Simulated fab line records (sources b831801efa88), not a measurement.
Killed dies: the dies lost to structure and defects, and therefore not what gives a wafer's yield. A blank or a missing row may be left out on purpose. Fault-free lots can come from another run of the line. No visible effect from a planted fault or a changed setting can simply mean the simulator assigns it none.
Which tool is to blame?	flow sky130	Sampling: 12 lots, 36 wafers, 4 of 708 route steps

## WHAT EACH GAUGE READ, for each wafer
SKY_SONOS_ONO_THK_MEAS_03.
lot	measured	on	SONOS_ONO_CVD_02_THK (nm)
L804	day 11 03:30	filmMetro-02	10.57 10.52 10.50
L805	day 11 12:34	filmMetro-03	10.50 10.49 10.61
L806	day 12 01:35	filmMetro-01	10.56 10.61 10.78
L807	day 12 08:05	filmMetro-03	10.38 10.40 10.52
L808	day 12 18:04	filmMetro-01	10.43 10.45 10.53
L810	day 13 07:12	filmMetro-03	10.70 10.65 10.64
L813	day 14 20:52	filmMetro-03	10.37 10.40 10.35
L814	day 15 04:50	filmMetro-03	10.59 10.57 10.61
L815	day 15 04:51	filmMetro-02	10.65 10.70 10.57
L819	day 16 07:44	filmMetro-03	14.89 14.79 15.01
L820	day 16 13:14	filmMetro-02	14.85 14.74 14.79
L827	day 19 00:40	filmMetro-01	10.59 10.68 10.70

SKY_LDD_P_TW_MEAS_11.
lot	measured	on	LDD_P_TW
L804	day 18 09:44	filmMetro-04	643 646 642
L805	day 18 16:22	filmMetro-04	641 641 644
L806	day 19 09:47	filmMetro-01	631 630 629
L807	day 19 23:34	filmMetro-03	631 632 633
L808	day 20 10:46	filmMetro-01	633 631 631
L810	day 21 01:17	filmMetro-04	641 641 641
L813	day 22 20:11	filmMetro-01	630 633 631
L814	day 23 07:04	filmMetro-01	628 626 626
L815	day 23 06:16	filmMetro-01	627 629 626
L819	day 24 09:41	filmMetro-03	633 633 632
L820	day 24 14:31	filmMetro-01	631 627 624
L827	day 26 23:02	filmMetro-01	633 636 633

SKY_POLY_CUT_CD_MEAS_08 targets a cd of 270 nm.
lot	measured	on	cdNm (nm)
L804	day 23 15:45	cdSem-01	269.6 270.8 270.8
L805	day 23 22:43	cdSem-02	269.2 270.6 270.5
L806	day 24 14:57	cdSem-02	271.5 271.2 270.4
L807	day 25 02:58	cdSem-01	270.7 271.8 271.1
L808	day 26 09:34	cdSem-02	267.9 266.2 266.6
L810	day 26 09:53	cdSem-02	270.2 271.8 270.1
L813	day 27 20:46	cdSem-01	270.7 271.7 270.1
L814	day 28 04:58	cdSem-01	272.5 269.0 272.2
L815	day 28 04:56	cdSem-02	268.6 268.9 267.5
L819	day 29 04:38	cdSem-01	273.6 272.0 272.1
L820	day 29 08:49	cdSem-02	268.3 270.1 268.9
L827	day 31 16:23	cdSem-02	269.5 268.7 271.0

## WHAT TOOL EACH LOT RAN ON (gives the tool, then ch and the chambers of the sampled wafers, and finally the start)
lot	SKY_SONOS_ONO_CVD_02
L804	lpcvd-02 ch 1, day 11 02:26
L805	lpcvd-02 ch 1, day 11 11:31
L806	lpcvd-02 ch 0, day 12 00:31
L807	lpcvd-02 ch 1, day 12 06:31
L808	lpcvd-02 ch 0, day 12 16:27
L810	lpcvd-02 ch 1, day 13 06:08
L813	lpcvd-02 ch 0, day 14 19:49
L814	lpcvd-02 ch 0, day 15 03:47
L815	lpcvd-02 ch 1, day 15 03:47
L819	lpcvd-02 ch 0, day 16 06:40
L820	lpcvd-02 ch 0, day 16 12:11
L827	lpcvd-02 ch 0, day 18 23:05
- SKY_SONOS_ONO_CVD_02: deposits Si3N4 from DCS/NH3, target thk 10.5 nm, time 180 s.

## WHAT THE TOOLS THEMSELVES READ (means of the sampled wafers that have a number; where no wafer has one, the mark that the record gives instead)
SKY_SONOS_ONO_CVD_02.
lot	tool	spikeTcBottomC (C)	spikeTcCentreC (C)	spikeTcLowerC (C)	spikeTcTopC (C)	spikeTcUpperC (C)	susceptorTempC (C)	zonePowerCentrePct (%)	zonePowerUpperPct (%)
L804	lpcvd-02	783.5	769.3	769.6	779.3	769.9	770.1	10.8	10.7
L805	lpcvd-02	783.8	770.2	769.0	779.4	769.3	769.9	10.9	10.7
L806	lpcvd-02	787.2	771.1	769.7	776.4	769.5	770.3	14.0	13.4
L807	lpcvd-02	784.1	770.5	769.1	779.4	770.9	770.0	11.0	10.6
L808	lpcvd-02	787.5	772.9	769.1	777.9	769.4	770.2	14.1	13.5
L810	lpcvd-02	784.8	770.4	769.6	778.7	770.7	769.6	10.9	10.6
L813	lpcvd-02	786.5	771.3	769.2	777.5	768.4	770.2	14.0	13.4
L814	lpcvd-02	788.5	771.6	770.6	776.1	768.8	770.4	14.0	13.6
L815	lpcvd-02	783.7	770.4	769.3	779.3	770.9	770.1	10.9	10.7
L819	lpcvd-02	804.9	790.2	787.2	795.7	787.0	788.0	14.4	14.1
L820	lpcvd-02	805.3	789.6	788.5	794.1	786.7	788.3	14.6	14.0
L827	lpcvd-02	787.1	771.1	770.0	776.9	769.1	770.4	14.0	13.5

## THE ANSWER, worked out from the rows above alone
Rule: the lots themselves supply what counts as usual. The widest of any qualifying gaps counts: lots, ordered by their means at a reading, are off when they make up no more than a third of the lots, leave a main group of 4 or more, and stand apart from it by 3 or more times the standard deviation of that group's means. A main group is skipped when, at the precision printed for the reading in the tables above, its means are all equal. A lot without any number at a reading at which 4 lots or more have one is off too. All remaining lots with rows at the step are treated as sound. First the gauges in route order, then the tools' own readings, where a lot's mean is used as printed above. At the first step where some lot is off, the reading lying furthest off is the one used; lots without a number count as furthest.
Off: at SKY_SONOS_ONO_THK_MEAS_03 (SONOS_ONO_CVD_02_THK), L819, L820. The main group has a mean of 10.55 nm with a standard deviation of 0.098.
If a tool, at a process step before that reading, ran all the lots that are off and no sound lot after the first of them, it fits. The gauges at SKY_SONOS_ONO_THK_MEAS_03 aren't tried: what is off there is off at SKY_SONOS_ONO_CVD_02 too, on other tools, and a gauge's error can't cause that. Of those tried, none fits.

## WHAT THE SIMULATOR PUT IN
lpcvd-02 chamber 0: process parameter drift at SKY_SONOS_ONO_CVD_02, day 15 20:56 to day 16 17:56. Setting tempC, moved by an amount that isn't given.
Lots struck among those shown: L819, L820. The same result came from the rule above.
